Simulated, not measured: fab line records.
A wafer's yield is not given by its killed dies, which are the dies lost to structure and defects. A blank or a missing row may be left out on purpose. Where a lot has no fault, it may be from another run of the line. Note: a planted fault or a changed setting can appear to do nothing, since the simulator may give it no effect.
Which of the tools did it? | flow sky130 | 36 wafers from 12 lots sampled at 5 of the route's 708 steps

## WHAT EACH GAUGE READ, for each wafer
SKY_SONOS_ONO_THK_MEAS_01. Usual: SONOS_ONO_OXIDATION_THK gives 2.57 nm (standard deviation 0.052).
lot  | measured     | on           | SONOS_ONO_OXIDATION_THK (nm)  | flag
L707 | day 12 06:01 | filmMetro-01 | 2.51 2.55 2.57                | 
L708 | day 12 11:53 | filmMetro-01 | 2.64 2.57 2.62                | 
L709 | day 12 20:38 | filmMetro-01 | 2.62 2.56 2.60                | 
L710 | day 13 06:00 | filmMetro-03 | 2.47 2.49 2.37                | 
L712 | day 13 23:06 | filmMetro-02 | 2.61 2.59 2.60                | 
L715 | day 15 00:50 | filmMetro-03 | 2.51 2.55 2.50                | 
L716 | day 15 04:41 | filmMetro-03 | 2.60 2.60 2.64                | 
L721 | day 16 17:28 | filmMetro-03 | 2.63 2.55 2.62                | 
L722 | day 17 12:51 | filmMetro-01 | 2.64 2.56 2.60                | 
L725 | day 18 06:33 | filmMetro-02 | 2.95 2.95 2.89 3.00 2.98 3.00 | OFF
L726 | day 18 06:33 | filmMetro-01 | 3.03 2.99 2.98 2.98 2.98 2.99 | OFF
L728 | day 18 21:58 | filmMetro-03 | 2.54 2.55 2.50                | 

SKY_SONOS_ONO_CD_MEAS_13: target cd 410 nm. Usual: cdNm 410.5 nm, standard deviation 2.5.
lot  | measured     | on       | cdNm (nm)         | flag
L707 | day 13 09:38 | cdSem-01 | 406.4 408.8 405.1 | 
L708 | day 13 16:50 | cdSem-01 | 409.3 408.8 410.3 | 
L709 | day 14 00:12 | cdSem-02 | 412.2 410.9 409.9 | 
L710 | day 14 10:42 | cdSem-02 | 408.8 409.6 410.0 | 
L712 | day 15 04:10 | cdSem-02 | 413.2 413.9 413.9 | 
L715 | day 16 07:16 | cdSem-01 | 406.7 408.0 407.7 | 
L716 | day 16 10:41 | cdSem-02 | 410.4 407.5 407.3 | 
L721 | day 18 00:54 | cdSem-02 | 408.0 407.1 410.2 | 
L722 | day 18 20:09 | cdSem-01 | 410.9 410.1 411.6 | 
L725 | day 19 14:54 | cdSem-02 | 414.6 412.8 411.2 | 
L726 | day 19 15:12 | cdSem-01 | 408.0 408.2 407.0 | 
L728 | day 20 06:28 | cdSem-02 | 411.7 409.2 410.0 | 

SKY_LI_CONTACT_BOW_MEAS_03. Usual: LI_CONTACT_BOW gives 55 um (standard deviation 6.2).
lot  | measured     | on           | LI_CONTACT_BOW (um) | flag
L707 | day 28 13:53 | filmMetro-02 | 54 50 50            | 
L708 | day 28 21:59 | filmMetro-02 | 62 73 55            | 
L709 | day 29 11:26 | filmMetro-03 | 57 51 63            | 
L710 | day 29 19:49 | filmMetro-04 | 62 52 49            | 
L712 | day 30 16:57 | filmMetro-04 | 58 51 56            | 
L715 | day 31 18:27 | filmMetro-04 | 56 56 55            | 
L716 | day 31 19:37 | filmMetro-04 | 62 50 50            | 
L721 | day 33 07:07 | filmMetro-02 | 58 61 55            | 
L722 | day 33 23:43 | filmMetro-02 | 60 45 60            | 
L725 | day 34 13:56 | filmMetro-03 | 56 50 57            | 
L726 | day 34 14:19 | filmMetro-04 | 65 70 56            | 
L728 | day 35 02:45 | filmMetro-04 | 61 36 53            | 

SKY_METAL1_CD_MEAS_15: target cd 140 nm. Usual: cdNm 139.9 nm, standard deviation 1.6.
lot  | measured     | on       | cdNm (nm)         | flag
L707 | day 33 08:08 | cdSem-01 | 140.4 140.2 140.6 | 
L708 | day 33 16:00 | cdSem-02 | 138.8 138.7 139.8 | 
L709 | day 34 08:48 | cdSem-02 | 140.5 140.0 141.3 | 
L710 | day 34 14:36 | cdSem-02 | 138.9 139.4 139.7 | 
L712 | day 35 06:55 | cdSem-02 | 141.0 140.8 141.2 | 
L715 | day 36 07:49 | cdSem-02 | 139.1 138.7 137.6 | 
L716 | day 36 08:57 | cdSem-01 | 138.7 138.3 137.9 | 
L721 | day 37 20:20 | cdSem-02 | 140.0 139.1 137.8 | 
L722 | day 38 11:30 | cdSem-01 | 140.7 141.0 141.4 | 
L725 | day 39 02:24 | cdSem-01 | 140.4 139.1 140.4 | 
L726 | day 39 02:45 | cdSem-01 | 139.9 140.9 141.0 | 
L728 | day 39 13:13 | cdSem-01 | 137.5 139.3 139.5 | 

## WHAT TOOL EACH LOT RAN ON (gives the tool, then ch and the chambers of the sampled wafers, and finally the start)
lot  | SKY_SONOS_ONO_OXIDATION_00
L707 | furnace-01 ch 0, day 12 04:38
L708 | furnace-01 ch 0, day 12 10:32
L709 | furnace-01 ch 0, day 12 19:17
L710 | furnace-01 ch 0, day 13 04:39
L712 | furnace-01 ch 0, day 13 21:44
L715 | furnace-01 ch 0, day 14 23:28
L716 | furnace-01 ch 0, day 15 03:21
L721 | furnace-02 ch 0, day 16 16:08
L722 | furnace-02 ch 0, day 17 11:30
L725 | furnace-02 ch 0, day 18 05:12
L726 | furnace-02 ch 0, day 18 05:12
L728 | furnace-01 ch 0, day 18 20:37
- SKY_SONOS_ONO_OXIDATION_00: stabilise 600 s, purge 300 s, target thk 2.6 nm.

## AS READ BY THE TOOLS THEMSELVES (means over the sampled wafers that have a number; for cases with no such wafer, the mark the record gives instead)
SKY_SONOS_ONO_OXIDATION_00. Usual: spikeTcBottomC 818.0 C, standard deviation 3; spikeTcCentreC 801.8 C, standard deviation 1.1; spikeTcLowerC 799.3 C, standard deviation 1.5; spikeTcTopC 815.6 C, standard deviation 2.5; spikeTcUpperC 800.7 C, standard deviation 1.2.
lot  | tool       | spikeTcBottomC (C) | spikeTcCentreC (C) | spikeTcLowerC (C) | spikeTcTopC (C) | spikeTcUpperC (C) | flag
L707 | furnace-01 | 815.8              | 801.2              | 797.3             | 817.2           | 800.8             | 
L708 | furnace-01 | 814.9              | 801.9              | 797.9             | 817.9           | 800.7             | 
L709 | furnace-01 | 815.6              | 801.2              | 797.3             | 818.0           | 799.4             | 
L710 | furnace-01 | 816.4              | 800.7              | 798.3             | 816.1           | 801.2             | 
L712 | furnace-01 | 815.7              | 801.4              | 798.2             | 818.5           | 799.7             | 
L715 | furnace-01 | 815.3              | 802.0              | 798.4             | 816.6           | 800.6             | 
L716 | furnace-01 | 816.1              | 801.2              | 798.2             | 816.8           | 800.8             | 
L721 | furnace-02 | 821.1              | 802.2              | 801.4             | 812.5           | 802.5             | 
L722 | furnace-02 | 822.4              | 803.3              | 800.2             | 813.1           | 801.8             | 
L725 | furnace-02 | 832.6              | 811.4              | 810.1             | 821.8           | 811.3             | OFF
L726 | furnace-02 | 831.7              | 813.0              | 811.2             | 822.5           | 812.4             | OFF
L728 | furnace-01 | 816.7              | 801.8              | 799.1             | 818.3           | 800.5             | 

## THE ANSWER, worked out from the rows above alone
Rule: lot off if the mean of its wafers having a number is beyond 3 standard deviations from the usual mean. Also off: a lot with no number at a reading for which 4 or more lots have one. The other lots that the step has rows for count as sound. After the gauges, taken in route order, come the tools' own readings; for these a lot's mean is taken, as printed above. At the first step where some lot is off, the reading lying furthest off is the one used; lots without a number count as furthest.
Off: L725, L726, at SKY_SONOS_ONO_THK_MEAS_01 (SONOS_ONO_OXIDATION_THK).
A tool fits if, at a process step before that reading, it ran every lot that is off, and no sound lot after the first of them. The gauges at SKY_SONOS_ONO_THK_MEAS_01 aren't tried: what is off there is off at SKY_SONOS_ONO_OXIDATION_00 too, on other tools, and a gauge's error can't cause that. One candidate fits, namely furnace-02 at SKY_SONOS_ONO_OXIDATION_00. A fault onset in the window from L722 (day 17 11:30, its last sound lot) to L725 (day 18 05:12, its first lot off) fits.
The tool's own readings at SKY_SONOS_ONO_OXIDATION_00 bear it out: on the lots that are off they differ by more than 5 times the standard deviation of the sound lots' means. spikeTcBottomC reads 832.2 C there against 817.0 C on the sound lots; spikeTcCentreC reads 812.2 C there against 801.7 C on the sound lots; spikeTcLowerC reads 810.7 C there against 798.6 C on the sound lots; spikeTcUpperC reads 811.8 C there against 800.8 C on the sound lots.

## WHAT HAD BEEN PUT IN BY THE SIMULATOR
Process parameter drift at SKY_SONOS_ONO_OXIDATION_00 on furnace-02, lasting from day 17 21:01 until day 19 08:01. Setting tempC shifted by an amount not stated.
Lots struck among those shown: L725, L726. The rule above reached the same finding.
